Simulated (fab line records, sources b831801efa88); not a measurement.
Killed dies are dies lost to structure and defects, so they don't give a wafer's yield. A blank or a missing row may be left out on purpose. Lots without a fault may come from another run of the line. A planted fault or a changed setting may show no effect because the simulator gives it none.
fab line records | flow sky130
record lots=6 wafers=18 last_day=50
route steps=708 shown POLY_GATE@219 PAD_OPEN@708
lots that met no fault: from a run of the same line without faults
start_h: hours from the record's first day to the start of the lot's first wafer shown | wait_h: hours since the lot's step before | " the same as in the row above | L1.1+2: a row that stands for several wafers | - no value, or no start given | * or withheld: withheld | < > ~ a bound
route shown NAME@n: a module of which the file shows steps, and the number in the route of the first | usual: mean/standard deviation of fault-free wafers | same: alike in all rows | chamber/n: place in a boat | sites: the reading at each site | _std_site: their standard deviation | _edge_site: outer sites' mean less inner sites' | radius_mm: how far each site lies from the wafer's centre | mask NAME#n: copy n | behind: the tool/chamber that last shaped the wafer | hold: why the lot was held/for how many hours/how that ended | device: the transistor (n, p or np) that didn't switch | end of line: the same wafers' tests at the end of the route | a step without rows: its recipe alone | killed: dies lost to structure and defects at the first sort, not the wafer's yield | map: a wafer's dies, x killed, . not, _ none there
set.NAME: the setting as run; set.NAME@STEP: as run at that earlier step | model.NAME: the simulator's own value behind a step, which no gauge read
lots at some steps of the route; a table a step, a row a wafer
services: from which hour (start_h, from the record's first day; less than 0 if before it) a tool's chamber was out of use, for how many hours, and why
## steps
# step SKY_POLY_GATE_DEHYDRATE_05
# recipe temp_c=200 time_s=60
# step SKY_POLY_GATE_HMDS_06
# recipe prime_time_s=60 prime_temp_c=120
# step SKY_POLY_GATE_COAT_07
# recipe resist=BARC temp_c=withheld time_s=withheld spin_rpm=3000 resist_thk_nm=110
# step SKY_POLY_GATE_COAT_08
# recipe resist=KrF-thick spin_rpm=3000 resist_thk_nm=450
# step SKY_POLY_GATE_SOFTBAKE_09
# recipe temp_c=100 time_s=88.72 resist=KrF-thick
# step SKY_POLY_GATE_EXPOSE_10
# recipe mask_id=P1M na=0.68 source_shape=conventional sigma_outer=0.6 target_cd_nm=150 dose_mj=28
# step SKY_POLY_GATE_PEB_11
# recipe peb_temp_c=withheld peb_time_s=withheld resist=KrF-thick
# step SKY_POLY_GATE_DEVELOP_12
# recipe develop_time_s=60 resist=KrF-thick dev_temp_c=21
# step SKY_POLY_GATE_CD_MEAS_13
# recipe target_cd_nm=150
# usual cd_nm=150.3/1.4
# columns lot.wafer tool chamber start_h wait_h cd_nm
L453.1 cd_sem-02 - 364.89 - 151.3
L453.5 " - " " 151.4
L453.6 " - " " 151.0
L461.1 cd_sem-02 - 436.73 - 149.9
L461.2 " - " " 150.8
L461.5 " - " " 150.5
L462.1 cd_sem-01 - 453.08 - 149.4
L462.3 " - " " 150.5
L462.6 " - " " 148.6
L463.3 cd_sem-01 - 458.82 - 149.0
L463.4 " - " " 150.3
L463.6 " - " " 149.2
L471.1 cd_sem-02 - 532.34 - 151.5
L471.2 " - " " 149.8
L471.3 " - " " 152.2
L475.1 cd_sem-02 - 566.53 - 149.2
L475.5 " - " " 148.9
L475.6 " - " " 148.5
# step SKY_POLY_GATE_OVL_MEAS_14
# usual POLY_GATE_OVL=2/5.1
# columns lot.wafer tool chamber start_h wait_h POLY_GATE_OVL[nm]
L453.1 overlay-02 - 365.01 0.1 3
L453.5 " - " " -2
L453.6 " - " " -2
L461.1 overlay-02 - 436.85 0.1 4
L461.2 " - " " 7
L461.5 " - " " 2
L462.1 overlay-01 - 453.20 0.1 6
L462.3 " - " " 7
L462.6 " - " " 10
L463.3 overlay-02 - 458.91 0.1 -1
L463.4 " - " " 1
L463.6 " - " " 1
L471.1 overlay-02 - 532.46 0.1 0
L471.2 " - " " -3
L471.3 " - " " -3
L475.1 overlay-01 - 566.65 0.1 -2
L475.5 " - " " 2
L475.6 " - " " 6
# step SKY_POLY_GATE_ETCH_15
# recipe chemistry=N2/H2 target=BARC ion_energy_ev=200 source_w=500 bias_w=97.65 pressure_mtorr=30 n2_flow_sccm=100 h2_flow_sccm=200 stop_on=SiO2 time_s=118.5 target_depth_a=1100
# usual drypump_motor_current_A=5.8/0.48 oes_product_au=0.716/0.0043 throttle_valve_pct=13.214/0.0092
# columns lot.wafer tool chamber start_h wait_h drypump_motor_current_A oes_product_au rf_hours_counter_h throttle_valve_pct
L453.1 rie_diel-03 0 365.05 0.0 5.6 0.716 1 13.221
L453.5 " 2 " " 6.3 0.723 - 13.211
L453.6 " 3 " " 4.7 0.713 - 13.208
L461.1 rie_diel-03 3 436.89 0.0 4.7 0.716 36 13.220
L461.2 " 1 " " 6.2 0.717 5 13.212
L461.5 " 1 " " 6.2 0.725 - 13.234
L462.1 rie_diel-03 3 453.24 0.0 4.7 0.714 36 13.214
L462.3 " 1 " " 6.2 0.713 5 13.200
L462.6 " 2 " " 6.3 0.715 - 13.217
L463.3 rie_diel-03 1 458.94 0.0 6.2 0.713 6 13.207
L463.4 " 2 " " 6.3 0.718 12 13.199
L463.6 " 2 " " 6.3 0.716 - 13.222
L471.1 rie_diel-03 2 532.50 0.0 6.3 0.717 14 13.197
L471.2 " 1 " " 6.2 0.708 7 13.211
L471.3 " 0 " " 5.6 0.717 4 13.227
L475.1 rie_diel-03 2 566.69 0.0 6.3 0.708 14 13.212
L475.5 " 3 " " 4.7 0.716 - 13.196
L475.6 " 2 " " 6.3 0.710 - 13.203
# step SKY_POLY_GATE_ETCH_16
# recipe stop_on=poly-Si chemistry=CH3F/O2 target=Si3N4 source_w=400 bias_w=80 pressure_mtorr=25 ch3f_flow_sccm=40 O2_flow_sccm=30 time_s=147.5 target_depth_a=750
# usual drypump_motor_current_A=5.8/0.48 oes_product_au=0.642/0.0056 throttle_valve_pct=10.534/0.0086
# columns lot.wafer tool chamber start_h wait_h drypump_motor_current_A oes_product_au rf_hours_counter_h throttle_valve_pct
L453.1 rie_diel-03 0 365.13 0.0 5.6 0.634 1 10.536
L453.5 " 2 " " 6.3 0.632 - 10.547
L453.6 " 3 " " 4.7 0.652 - 10.539
L461.1 rie_diel-03 3 436.97 0.0 4.7 0.645 36 10.536
L461.2 " 1 " " 6.2 0.643 5 10.540
L461.5 " 1 " " 6.2 0.635 - 10.546
L462.1 rie_diel-03 3 453.32 0.0 4.7 0.636 36 10.524
L462.3 " 1 " " 6.2 0.633 5 10.545
L462.6 " 2 " " 6.3 0.639 - 10.522
L463.3 rie_diel-03 1 459.02 0.0 6.2 0.643 6 10.538
L463.4 " 2 " " 6.3 0.640 12 10.532
L463.6 " 2 " " 6.3 0.631 - 10.534
L471.1 rie_diel-03 2 532.58 0.0 6.3 0.636 14 10.535
L471.2 " 1 " " 6.2 0.636 8 10.532
L471.3 " 0 " " 5.6 0.638 4 10.520
L475.1 rie_diel-03 2 566.77 0.0 6.3 0.649 14 10.530
L475.5 " 3 " " 4.7 0.646 - 10.534
L475.6 " 2 " " 6.3 0.632 - 10.544
# step SKY_POLY_GATE_ETCH_17
# recipe target_depth_nm=180 stop_on=SiO2 over_etch_frac=0.56667 chemistry=HBr/Cl2 target=poly-Si icp_w=400 bias_w=100 pressure_mtorr=10 HBr_flow_sccm=150 Cl2_flow_sccm=50 time_s=70.5
# usual HBr_flow_sccm=150.0/0.46 drypump_motor_current_A=5.6/0.36 oes_product_au=0.989/0.0069 throttle_valve_pct=33.683/0.0094
# columns lot.wafer tool chamber start_h wait_h HBr_flow_sccm drypump_motor_current_A oes_product_au rf_hours_counter_h throttle_valve_pct model.KrF-thick_of_POLY_GATE_COAT_08.thk_nm model.POLY_GATE.feature_depth_nm model.SiO2_of_SONOS_ONO_CVD_04.thk_nm
L453.1 rie_si-02 3 365.23 0.0 150.6 5.8 0.984 62 33.680 140.2 178.2 4.305
L453.5 " 3 " " 150.6 5.8 0.981 - 33.684 139.5 179.2 4.388
L453.6 " 2 " " 149.9 5.4 0.978 - 33.693 140.9 178 4.318
L461.1 rie_si-02 0 437.07 0.0 149.9 5.9 0.993 1 33.682 136.4 176.7 4.044
L461.2 " 2 " " 149.5 5.4 0.988 6 33.673 137.2 178.7 4.055
L461.5 " 3 " " 149.0 5.8 0.994 - 33.665 139.3 179.4 4.104
L462.1 rie_si-02 2 453.42 0.0 149.4 5.4 1.000 6 33.694 89.66 183.9 2.482
L462.3 " 0 " " 149.5 5.8 0.997 1 33.682 139.5 180.6 4.145
L462.6 " 0 " " 149.5 5.8 1.000 - 33.669 142 181.3 4.129
L463.3 rie_si-02 2 459.12 0.0 150.5 5.4 1.015 6 33.687 85.67 184.4 2.49
L463.4 " 0 " " 150.4 5.8 0.997 1 33.684 136.4 182.2 4.094
L463.6 " 1 " " 150.0 5.7 1.002 - 33.692 136.7 182.5 4.121
L471.1 rie_si-02 3 532.68 0.0 149.5 5.9 0.989 0 33.693 139.2 180.5 4.017
L471.2 " 1 " " 149.4 5.6 0.998 0 33.671 137.4 180.1 4.039
L471.3 " 0 " " 150.3 5.8 0.992 1 33.683 137.2 180.8 4.163
L475.1 rie_si-01 1 566.87 0.0 150.6 5.8 0.987 4 33.677 143.4 178.8 4.267
L475.5 " 0 " " 150.1 5.3 0.982 - 33.675 140.6 176.5 4.205
L475.6 " 3 " " 150.1 4.8 1.007 - 33.672 139.3 182.3 4.256
# step SKY_POLY_GATE_STRIP_18
# recipe chemistry=O2/N2 power_w=1400 pressure_mtorr=1500 platen_temp_c=withheld o2_flow_sccm=3000 n2_flow_sccm=300 overash_fraction=0.5
# usual drypump_motor_current_A=5.89/0.29 oes_product_au=0.360/0.0045 strip_time_to_endpoint_s=3.159/0.028
# columns lot.wafer tool chamber start_h wait_h drypump_motor_current_A oes_product_au rf_hours_counter_h strip_time_to_endpoint_s
L453.1 plasma_asher-04 1 365.28 0.0 5.97 0.355 71 3.184
L453.5 " 0 " " 6.22 0.360 - 3.162
L453.6 " 1 " " 5.97 0.364 - 3.180
L461.1 plasma_asher-02 1 437.12 0.0 5.71 0.353 32 3.112
L461.2 " 0 " " 5.58 0.363 32 3.129
L461.5 " 1 " " 5.68 0.353 - 3.160
L462.1 plasma_asher-02 1 453.47 0.0 5.73 0.343 33 2.600
L462.3 " 1 " " 5.70 0.361 - 3.144
L462.6 " 1 " " 5.73 0.348 - 3.180
L463.3 plasma_asher-04 1 459.21 0.1 5.96 0.347 - 2.563
L463.4 " 0 " " 6.22 0.360 - 3.111
L463.6 " 1 " " 5.97 0.353 - 3.122
L471.1 plasma_asher-03 1 532.73 0.0 6.01 0.357 71 3.147
L471.2 " 0 " " 6.45 0.356 71 3.133
L471.3 " 1 " " 6.03 0.360 - 3.119
L475.1 plasma_asher-02 0 566.92 0.0 5.63 0.360 45 3.184
L475.5 " 1 " " 5.73 0.358 - 3.177
L475.6 " 0 " " 5.62 0.353 - 3.162
# step SKY_POLY_GATE_CLEAN_19
# recipe chemistry=SC1/SC2 mix=1:4:20 temp_c=70 time_s=150 dry=n2_spin
# step SKY_PAD_OPEN_PROBE_99
# usual killed_at_M0_to_M3=44/7 killed_at_M4_up=3.2/2 killed_at_contacts=25/5.3 killed_at_front_end=15/4.3 killed_dies=86/8.7 killed_on_rim=17/3.6 killed_open=47/6.4 killed_short=39/5.6
# same gross_dies=492 killed_at_back_side=0 killed_at_other=0
# columns lot.wafer tool chamber start_h wait_h killed_at_M0_to_M3 killed_at_M4_up killed_at_contacts killed_at_front_end killed_dies killed_on_rim killed_open killed_short model.etest.tip_sonos.rs_ohm_sq model.etest.tip_n.rs_ohm_sq model.etest.res_pdiff_hv.rs_ohm_sq model.etest.res_ndiff_hv.rs_ohm_sq
L453.1 prober-01 - 1070.70 0.1 48 1 26 15 90 20 50 39 2747 445.3 193.9 115.7
L453.5 prober-01 - 1070.90 0.2 49 4 27 9 89 15 46 43 2690 439.8 194.5 116
L453.6 prober-01 - 1070.95 0.2 53 2 25 20 100 20 51 49 2745 444.1 194.8 116.5
L461.1 prober-01 - 1117.64 0.1 42 3 26 16 87 18 48 39 2731 439.2 192.4 112.4
L461.2 prober-01 - 1117.69 0.1 49 1 30 18 98 18 53 45 2735 440.7 193.5 112.6
L461.5 prober-01 - 1117.84 0.2 35 2 27 16 80 16 45 35 2718 438.6 192.5 113.3
L462.1 prober-02 - 1134.94 0.1 57 4 20 6 87 16 52 35 2351 432.5 185.4 114.1
L462.3 prober-02 - 1135.04 0.2 51 5 20 9 85 16 46 39 2642 441 192.9 116.1
L462.6 prober-02 - 1135.19 0.2 36 2 19 10 67 13 38 29 2709 440.7 191.6 116.4
L463.3 prober-01 - 1137.47 0.2 46 1 27 16 90 23 41 49 2285 429.8 187.7 112
L463.4 prober-01 - 1137.52 0.2 38 3 28 15 84 17 47 36 2629 437.7 196 113.6
L463.6 prober-01 - 1137.62 0.2 46 1 22 8 77 20 47 30 2693 441.4 195.1 114.6
L471.1 prober-01 - 1178.35 0.1 59 2 32 15 108 20 64 44 2616 440.1 191.4 114.5
L471.2 prober-01 - 1178.40 0.1 46 7 29 15 97 17 52 45 2589 439.6 190.5 113.3
L471.3 prober-01 - 1178.45 0.2 44 4 21 17 86 23 50 36 2621 440 192 114.6
L475.1 prober-02 - 1198.36 0.1 42 3 27 14 86 14 44 42 2827 445.9 190.2 112.5
L475.5 prober-02 - 1198.56 0.2 37 2 21 19 79 10 34 45 2800 445.1 192.8 112.9
L475.6 prober-02 - 1198.61 0.2 33 3 40 19 95 20 53 42 2773 439.2 191 112.7
# killed by level:class
L453.1 CONTACT:geometric_particle:open=11 VIA1:geometric_particle:open=10 VIA2:geometric_particle:open=9 VIA2:geometric_particle:short=6 CONTACT:geometric_particle:short=5 POLY_GATE:geometric_particle:open=4 LI_CONTACT:geometric_particle:open=4 METAL1:geometric_particle:short=4
L453.5 CONTACT:geometric_particle:open=9 CONTACT:geometric_particle:short=8 VIA3:geometric_particle:open=8 VIA2:geometric_particle:open=7 METAL1:geometric_particle:short=7 VIA1:geometric_particle:open=7 LI_CONTACT:geometric_particle:open=6 VIA1:geometric_particle:short=5
L453.6 METAL1:geometric_particle:short=10 VIA2:geometric_particle:open=10 CONTACT:geometric_particle:open=7 VIA1:geometric_particle:open=7 LI_CONTACT:geometric_particle:open=6 FIELD_ISO:geometric_particle:open=5 METAL3:geometric_particle:short=5 METAL2:geometric_particle:short=5
L461.1 LI_CONTACT:geometric_particle:open=11 CONTACT:geometric_particle:open=7 VIA3:geometric_particle:open=6 FIELD_ISO:geometric_particle:open=5 METAL2:geometric_particle:short=5 CONTACT:geometric_particle:short=5 METAL1:geometric_particle:short=5 VIA2:geometric_particle:open=5
L461.2 VIA1:geometric_particle:open=13 LI_CONTACT:geometric_particle:open=11 CONTACT:geometric_particle:open=8 CONTACT:geometric_particle:short=7 FIELD_ISO:geometric_particle:short=5 POLY_GATE:geometric_particle:open=5 VIA2:geometric_particle:open=5 VIA3:geometric_particle:short=5
L461.5 CONTACT:geometric_particle:open=12 VIA3:geometric_particle:open=8 LI_CONTACT:geometric_particle:open=6 CONTACT:geometric_particle:short=5 VIA1:geometric_particle:open=5 POLY_GATE:geometric_particle:short=4 POLY_GATE:geometric_particle:open=4 METAL1:geometric_particle:short=4
L462.1 VIA1:geometric_particle:open=17 METAL1:geometric_particle:short=9 CONTACT:geometric_particle:open=8 VIA3:geometric_particle:open=8 VIA1:geometric_particle:short=6 VIA2:geometric_particle:open=6 LI_CONTACT:geometric_particle:open=5 LOCAL_INTERCONNECT:geometric_particle:short=4
L462.3 VIA1:geometric_particle:open=14 CONTACT:geometric_particle:open=9 VIA1:geometric_particle:short=8 METAL2:geometric_particle:short=6 VIA3:geometric_particle:open=5 VIA2:geometric_particle:short=5 LI_CONTACT:geometric_particle:open=4 VIA2:geometric_particle:open=4
L462.6 VIA1:geometric_particle:open=10 LOCAL_INTERCONNECT:geometric_particle:short=7 METAL2:geometric_particle:short=7 CONTACT:geometric_particle:open=6 VIA3:geometric_particle:open=6 LI_CONTACT:geometric_particle:open=4 VIA1:geometric_particle:short=4 VIA2:geometric_particle:open=4
L463.3 CONTACT:geometric_particle:open=9 VIA1:geometric_particle:open=8 VIA1:geometric_particle:short=6 VIA3:geometric_particle:open=6 CONTACT:geometric_particle:short=5 POLY_GATE:geometric_particle:short=5 LI_CONTACT:geometric_particle:short=5 METAL1:geometric_particle:short=5
L463.4 CONTACT:geometric_particle:open=10 CONTACT:geometric_particle:short=7 VIA1:geometric_particle:open=7 LI_CONTACT:geometric_particle:open=6 VIA3:geometric_particle:open=6 FIELD_ISO:geometric_particle:short=5 VIA3:geometric_particle:short=5 VIA2:geometric_particle:open=5
L463.6 METAL1:geometric_particle:short=11 VIA1:geometric_particle:open=8 VIA2:geometric_particle:open=7 LI_CONTACT:geometric_particle:open=6 VIA3:geometric_particle:open=6 LOCAL_INTERCONNECT:geometric_particle:short=5 CONTACT:geometric_particle:open=5 FIELD_ISO:geometric_particle:open=4
L471.1 VIA1:geometric_particle:open=18 CONTACT:geometric_particle:open=14 VIA3:geometric_particle:open=9 LI_CONTACT:geometric_particle:open=8 VIA1:geometric_particle:short=7 METAL2:geometric_particle:short=7 METAL1:geometric_particle:short=6 VIA2:geometric_particle:open=6
L471.2 VIA1:geometric_particle:open=14 LI_CONTACT:geometric_particle:open=12 VIA1:geometric_particle:short=10 VIA3:geometric_particle:open=8 CONTACT:geometric_particle:open=7 METAL4:geometric_particle:short=6 FIELD_ISO:geometric_particle:short=5 POLY_GATE:geometric_particle:short=5
L471.3 POLY_GATE:geometric_particle:open=9 VIA2:geometric_particle:open=9 LI_CONTACT:geometric_particle:open=8 VIA3:geometric_particle:open=8 METAL2:geometric_particle:short=7 VIA1:geometric_particle:open=5 LOCAL_INTERCONNECT:geometric_particle:short=5 METAL1:geometric_particle:short=5
L475.1 CONTACT:geometric_particle:open=11 VIA1:geometric_particle:open=9 FIELD_ISO:geometric_particle:open=6 VIA1:geometric_particle:short=6 METAL2:geometric_particle:short=6 LI_CONTACT:geometric_particle:open=5 SPACER:geometric_particle:short=4 LI_CONTACT:geometric_particle:short=4
L475.5 CONTACT:geometric_particle:short=10 VIA1:geometric_particle:open=8 VIA2:geometric_particle:open=6 VIA1:geometric_particle:short=6 VIA3:geometric_particle:open=6 FIELD_ISO:geometric_particle:short=5 POLY_GATE:geometric_particle:short=5 LI_CONTACT:geometric_particle:open=5
L475.6 CONTACT:geometric_particle:open=15 CONTACT:geometric_particle:short=13 VIA1:geometric_particle:open=8 FIELD_ISO:geometric_particle:open=6 VIA2:geometric_particle:open=6 LI_CONTACT:geometric_particle:open=5 POLY_GATE:geometric_particle:open=4 LI_CONTACT:geometric_particle:short=4
## services
# columns tool chamber start_h hours kind
rie_si-02 0 342.05 - clean
rie_si-02 0 342.05 22.6 scheduled_down
rie_si-02 0 342.05 22.6 vent_cycle
plasma_asher-02 - 385.00 1.2 repair
plasma_asher-04 - 401.99 0.6 repair
rie_si-01 0 415.17 6.3 repair
plasma_asher-04 - 421.25 9.0 pm
plasma_asher-04 0 421.25 9.0 vent_cycle
plasma_asher-04 1 421.25 9.0 vent_cycle
rie_diel-03 3 421.82 6.6 repair
plasma_asher-02 - 425.66 4.3 pm
rie_si-02 1 433.99 - clean
rie_si-02 1 433.99 15.5 scheduled_down
rie_si-02 1 433.99 15.5 vent_cycle
rie_si-02 2 440.38 2.3 repair
rie_si-02 3 464.59 - clean
rie_si-02 3 464.59 19.7 scheduled_down
rie_si-02 3 464.59 19.7 vent_cycle
rie_diel-03 0 470.28 11.3 repair
rie_si-02 2 472.46 8.3 repair
rie_si-01 - 484.43 1.2 repair
rie_diel-03 3 505.13 4.1 repair
rie_diel-03 2 510.57 10.1 repair
rie_diel-03 3 530.59 4.7 repair
## key
first_sign step=SKY_POLY_GATE_STRIP_18 reading=strip_time_to_endpoint_s direction=down sigmas=21 usual=* struck=*
effect step=SKY_POLY_GATE_STRIP_18 reading=oes_product_au direction=down sigmas=3.3 usual=0.360 struck=0.345
model_effect step=SKY_POLY_GATE_ETCH_17 value=KrF-thick_of_POLY_GATE_COAT_08.thk_nm without=138.8 struck=87.66
model_effect step=SKY_PAD_OPEN_PROBE_99 value=etest.tip_sonos.rs_ohm_sq without=2693 struck=2318
met_at SKY_POLY_GATE_ETCH_17
struck_wafers L462.1,L463.3
tester_left_out L462,L463
onset_between 437.07 453.42
fault kind=process_parameter_drift tool=rie_si-02 chamber=2 onset_h=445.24 steps=SKY_POLY_GATE_ETCH_17 channel=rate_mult offset=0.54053 shape=step end_h=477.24
# tester_left_out: of these lots the tester's yield and bins aren't shown, on N5 and GAA mostly nor the transistor test; their killed dies are dies lost to structure and defects alone, not to doping, threshold or leakage, so they don't give the yield
